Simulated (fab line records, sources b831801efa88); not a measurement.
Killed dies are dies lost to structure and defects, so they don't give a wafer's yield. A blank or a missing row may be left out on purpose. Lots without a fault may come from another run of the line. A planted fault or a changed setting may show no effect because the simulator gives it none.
One fault seen from 2 desks | flow sky130 | each desk has only its own numbers; what lay behind them comes last

THE TOOL OWNER'S DESK: hdpcvd-01
The tool's own readings at SKY_CONTACT_HDPCVD_02 (deposits SiO2, target thk 565 nm, time 94.2 s): means of the sampled wafers that have a number, for each lot that ran on this tool. A lot is out of limits, marked OUT, if its mean lies more than 4 standard deviations from the usual mean; the brackets give that distance.
Columns: A = sih4_flow_sccm at SKY_CONTACT_HDPCVD_02, usual 60.02 sccm
lot  | first seen here | A
L369 | day 30 02:55    | 60.16
L372 | day 31 02:01    | 60.20
L374 | day 33 05:28    | 59.97
L376 | day 33 08:49    | 59.95
L377 | day 33 10:56    | 60.01
L379 | day 33 14:34    | 60.03
L378 | day 33 17:47    | 59.77
L388 | day 37 07:38    | 60.10
L390 | day 37 21:04    | 60.11
L391 | day 37 21:39    | 60.02
L392 | day 38 18:02    | 59.98
This desk's finding: nothing out of limits on any of the 11 lots.

THE METROLOGY DESK
What the gauges read, lot by lot, whatever tool the lot ran on: means of the sampled wafers that have a number. A lot is out of limits, marked OUT, if its mean lies more than 4 standard deviations from the usual mean; the brackets give that distance.
Columns: A = CONTACT_CVD_00_THK at SKY_CONTACT_THK_MEAS_01, usual 75.1 nm; B = CONTACT_HDPCVD_THK at SKY_CONTACT_THK_MEAS_03, usual 563 nm; C = cd_nm at SKY_CONTACT_CD_MEAS_14, usual 169.7 nm
lot  | first seen here | A    | B              | C
L369 | day 30 02:52    | 74.6 | 565            | 171.0
L371 | day 30 20:21    | 74.6 | 563            | 169.7
L372 | day 31 01:57    | 74.9 | 567            | 168.7
L374 | day 33 05:25    | 75.4 | 565            | 167.8
L376 | day 33 08:45    | 75.2 | 567            | 170.6
L377 | day 33 10:53    | 76.0 | 1011 (+91) OUT | 170.4
L379 | day 33 14:31    | 75.6 | 1007 (+91) OUT | 170.4
L378 | day 33 17:43    | 74.7 | 1015 (+92) OUT | 169.5
L388 | day 37 07:35    | 74.9 | 563            | 170.1
L390 | day 37 21:02    | 76.0 | 561            | 169.8
L391 | day 37 21:35    | 74.8 | 565            | 171.9
L392 | day 38 17:59    | 73.5 | 559            | 170.6
This desk's finding: out of limits on L377, L378, L379; first on L377, day 33 11:01 (CONTACT_HDPCVD_THK at SKY_CONTACT_THK_MEAS_03). In limits: L369, L371, L372, L374, L376, L388, L390, L391, L392.

PUT TOGETHER
The metrology desk could have raised an alarm at day 33 11:01, on L377, L378, L379.
The tool owner's desk saw nothing out of limits.
The tool owner's desk has L377, L378, L379 on record, within its limits.
Of the lots named, all ran SKY_CONTACT_HDPCVD_02 on hdpcvd-01.

WHAT THE SIMULATOR HAD PUT IN
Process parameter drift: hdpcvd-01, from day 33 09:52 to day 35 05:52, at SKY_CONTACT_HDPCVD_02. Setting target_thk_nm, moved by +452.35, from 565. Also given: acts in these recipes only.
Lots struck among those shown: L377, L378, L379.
Hours from the fault's start to each desk's first reading out of limits: the metrology desk, 1.
